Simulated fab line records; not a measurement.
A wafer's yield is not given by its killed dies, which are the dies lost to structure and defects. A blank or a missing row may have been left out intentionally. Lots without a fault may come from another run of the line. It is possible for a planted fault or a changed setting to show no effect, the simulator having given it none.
Which tool was responsible? || flow sky130 || 36 wafers from 12 lots sampled at 3 of the route's 708 steps

## WHAT THE GAUGES SHOWED, per wafer
SKY_CONTACT_THK_MEAS_03. Usual: CONTACT_HDPCVD_THK gives 565 nm (standard deviation 6).
{"lot": "L289", "measured": "day 30 03:21", "on": "filmMetro-01", "CONTACT_HDPCVD_THK (nm)": "571 570 565", "flag": ""}
{"lot": "L290", "measured": "day 30 18:31", "on": "filmMetro-03", "CONTACT_HDPCVD_THK (nm)": "566 559 565", "flag": ""}
{"lot": "L291", "measured": "day 30 22:43", "on": "filmMetro-01", "CONTACT_HDPCVD_THK (nm)": "574 576 561", "flag": ""}
{"lot": "L297", "measured": "day 33 06:48", "on": "filmMetro-02", "CONTACT_HDPCVD_THK (nm)": "564 554 559", "flag": ""}
{"lot": "L298", "measured": "day 33 16:26", "on": "filmMetro-01", "CONTACT_HDPCVD_THK (nm)": "571 560 569", "flag": ""}
{"lot": "L299", "measured": "day 33 21:53", "on": "filmMetro-02", "CONTACT_HDPCVD_THK (nm)": "565 564 556", "flag": ""}
{"lot": "L300", "measured": "day 34 02:03", "on": "filmMetro-02", "CONTACT_HDPCVD_THK (nm)": "569 555 560", "flag": ""}
{"lot": "L301", "measured": "day 34 12:04", "on": "filmMetro-03", "CONTACT_HDPCVD_THK (nm)": "561 565 553", "flag": ""}
{"lot": "L302", "measured": "day 34 17:41", "on": "filmMetro-03", "CONTACT_HDPCVD_THK (nm)": "567 568 560", "flag": ""}
{"lot": "L310", "measured": "day 37 08:47", "on": "filmMetro-03", "CONTACT_HDPCVD_THK (nm)": "562 564 562", "flag": ""}
{"lot": "L311", "measured": "day 37 10:24", "on": "filmMetro-02", "CONTACT_HDPCVD_THK (nm)": "566 567 565", "flag": ""}
{"lot": "L312", "measured": "day 37 15:26", "on": "filmMetro-03", "CONTACT_HDPCVD_THK (nm)": "568 558 564", "flag": ""}

SKY_CONTACT_BOW_MEAS_05. Usual: CONTACT_BOW gives 82 um (standard deviation 7).
{"lot": "L289", "measured": "day 30 03:43", "on": "filmMetro-01", "CONTACT_BOW (um)": "80 73 79", "flag": ""}
{"lot": "L290", "measured": "day 30 18:54", "on": "filmMetro-02", "CONTACT_BOW (um)": "87 85 80", "flag": ""}
{"lot": "L291", "measured": "day 30 23:05", "on": "filmMetro-03", "CONTACT_BOW (um)": "82 88 69", "flag": ""}
{"lot": "L297", "measured": "day 33 07:10", "on": "filmMetro-03", "CONTACT_BOW (um)": "92 85 83", "flag": ""}
{"lot": "L298", "measured": "day 33 16:49", "on": "filmMetro-03", "CONTACT_BOW (um)": "77 87 90", "flag": ""}
{"lot": "L299", "measured": "day 33 22:16", "on": "filmMetro-03", "CONTACT_BOW (um)": "86 78 76", "flag": ""}
{"lot": "L300", "measured": "day 34 02:25", "on": "filmMetro-03", "CONTACT_BOW (um)": "86 79 95", "flag": ""}
{"lot": "L301", "measured": "day 34 12:27", "on": "filmMetro-01", "CONTACT_BOW (um)": "74 89 72", "flag": ""}
{"lot": "L302", "measured": "day 34 18:03", "on": "filmMetro-01", "CONTACT_BOW (um)": "76 83 89", "flag": ""}
{"lot": "L310", "measured": "day 37 09:09", "on": "filmMetro-01", "CONTACT_BOW (um)": "85 88 78", "flag": ""}
{"lot": "L311", "measured": "day 37 10:46", "on": "filmMetro-03", "CONTACT_BOW (um)": "92 84 81", "flag": ""}
{"lot": "L312", "measured": "day 37 15:48", "on": "filmMetro-03", "CONTACT_BOW (um)": "76 78 89", "flag": ""}

SKY_CONTACT_CD_MEAS_14: the cd target is 170 nm. Usual: 169.4 nm for cdNm, sd 1.7.
{"lot": "L289", "measured": "day 31 08:19", "on": "cdSem-02", "cdNm (nm)": "170.7 171.3 170.0", "flag": ""}
{"lot": "L290", "measured": "day 31 22:36", "on": "cdSem-02", "cdNm (nm)": "165.2 165.6 165.1", "flag": ""}
{"lot": "L291", "measured": "day 32 02:38", "on": "cdSem-02", "cdNm (nm)": "170.1 170.9 167.9", "flag": ""}
{"lot": "L297", "measured": "day 34 09:47", "on": "cdSem-01", "cdNm (nm)": "167.5 168.0 166.5", "flag": ""}
{"lot": "L298", "measured": "day 34 19:05", "on": "cdSem-02", "cdNm (nm)": "170.3 170.9 172.2", "flag": ""}
{"lot": "L299", "measured": "day 35 00:42", "on": "cdSem-02", "cdNm (nm)": "168.4 168.4 168.0", "flag": ""}
{"lot": "L300", "measured": "day 35 05:29", "on": "cdSem-01", "cdNm (nm)": "169.7 171.3 169.9", "flag": ""}
{"lot": "L301", "measured": "day 35 14:39", "on": "cdSem-01", "cdNm (nm)": "166.8 168.1 168.0", "flag": ""}
{"lot": "L302", "measured": "day 35 20:17", "on": "cdSem-01", "cdNm (nm)": "168.1 170.1 167.8", "flag": ""}
{"lot": "L310", "measured": "day 38 10:53", "on": "cdSem-02", "cdNm (nm)": "172.9 172.7 172.1", "flag": ""}
{"lot": "L311", "measured": "day 38 13:19", "on": "cdSem-01", "cdNm (nm)": "169.6 169.9 169.8", "flag": ""}
{"lot": "L312", "measured": "day 38 18:20", "on": "cdSem-01", "cdNm (nm)": "169.5 170.2 169.8", "flag": ""}

## TOOL THAT RAN EACH LOT (tool first, then ch and the chambers of the sampled wafers, then the start)
Before these readings, the record contains no process step.

## WHAT THE TOOLS THEMSELVES READ (means of the sampled wafers that have a number; where no wafer has one, the mark that the record gives instead)
The record holds no such reading with a usual standard deviation.

## THE ANSWER, worked out from the rows above alone
Rule: take the mean of a lot's wafers that have a number; if it is more than 3 standard deviations from the usual mean, the lot is off. Also off: a lot with no number at a reading for which 4 or more lots have one. Any other lot the step has rows for is counted as sound. After the gauges, taken in route order, come the tools' own readings; for these a lot's mean is taken, as printed above. The first step at which some lot is off is used, and at that step the reading that is off furthest; a lot without a number counts as furthest.
None of the lots is off at any reading shown; this tells nothing.

## WHAT WAS PUT IN BY THE SIMULATOR
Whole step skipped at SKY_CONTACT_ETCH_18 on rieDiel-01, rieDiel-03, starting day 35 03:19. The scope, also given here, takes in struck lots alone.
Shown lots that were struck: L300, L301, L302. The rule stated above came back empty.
